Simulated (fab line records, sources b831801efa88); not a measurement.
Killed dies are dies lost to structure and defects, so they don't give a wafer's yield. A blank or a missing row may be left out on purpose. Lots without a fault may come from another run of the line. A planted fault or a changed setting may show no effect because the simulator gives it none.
Problem report in the 8D (eight disciplines) form, filled by code | flow gf180mcu | the parts of the form that need people (team, actions taken, sign-off) are left out

1. THE PROBLEM
chamber_pressure_mTorr at GF_PASSIVATION_STRIP_12 reads a mean of 1199.2 mTorr on 6 wafers of 2 lots; wafers without a fault read 1499.8 mTorr with a standard deviation of 1.4. That is -99 or more standard deviations from the usual mean.
The step: strips in O2/N2.
First seen on wafer L866.4, day 31 09:09, on plasma_asher-01. The record holds 36 wafers of 12 lots with a number at this step. Rule for "out", or "out of limits": more than 4 standard deviations from the usual mean. The other wafers with a number count as sound.

2. WHAT IT IS AND WHAT IT IS NOT
question                    | is                                                               | is not
which readings at this step | chamber_pressure_mTorr, oes_product_au, strip_time_to_endpoint_s | drypump_motor_current_A, heater_power_w, o2_flow_sccm, platen_temp_c
which lots                  | L866, L871                                                       | L859, L863, L864, L865, L867, L874, L875, L876, L878, L881
which wafers of those lots  | all that have a number                                           | -
read on which tools         | plasma_asher-01                                                  | plasma_asher-03, plasma_asher-04
when                        | from day 31 09:09                                                | up to then (12 sound wafers); but 18 sound wafers of L867, L874, L875, L876, L878, L881 came after

3. SUSPECTS, AND WHAT RULES EACH OUT
Counting: a tool at a process step up to the reading stays a suspect if it ran every lot that is out and no sound lot after the first of them.
- plasma_asher-01 at GF_PASSIVATION_STRIP_12 (strips in O2/N2): kept. It ran every lot that is out, first L866 (day 31 09:09), and no sound lot after that; its last sound lot up to then is L864 (day 30 19:34). Its own readings are out on those wafers: chamber_pressure_mTorr, oes_product_au, strip_time_to_endpoint_s.
Left after counting: plasma_asher-01 at GF_PASSIVATION_STRIP_12.

4. THE CAUSE (what the simulator had put in)
Process parameter drift: plasma_asher-01, from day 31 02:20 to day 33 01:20, at GF_PASSIVATION_STRIP_12. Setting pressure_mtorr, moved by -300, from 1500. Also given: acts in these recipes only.
Counting left only this tool.

5. THE CHAIN OF EFFECTS, in route order
Each row: a reading whose mean over the struck wafers that have a number lies more than 3 standard deviations from the usual. Only readings for which the record gives a usual standard deviation are gone through. hours: the time from each lot's start at the first step in this table that gives one to its start at this step, as a median over the lots. sigmas: the change in usual standard deviations.
hours | step                    | reading                  | usual        | on struck wafers | change | sigmas
0     | GF_PASSIVATION_STRIP_12 | chamber_pressure_mTorr   | 1499.8 mTorr | 1199.2           | -300.6 | -99 or more
0     | GF_PASSIVATION_STRIP_12 | oes_product_au           | 0.733 a.u.   | 0.696            | -0.037 | -8.4
0     | GF_PASSIVATION_STRIP_12 | strip_time_to_endpoint_s | 32.1 s       | 34.6             | +2.5   | +6.5
The process steps in it:
- GF_PASSIVATION_STRIP_12: strips in O2/N2.

6. WHAT WOULD HAVE CAUGHT IT SOONER
In this record the first reading out of limits was taken at day 31 09:09, 7 hours after the fault began at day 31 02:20.
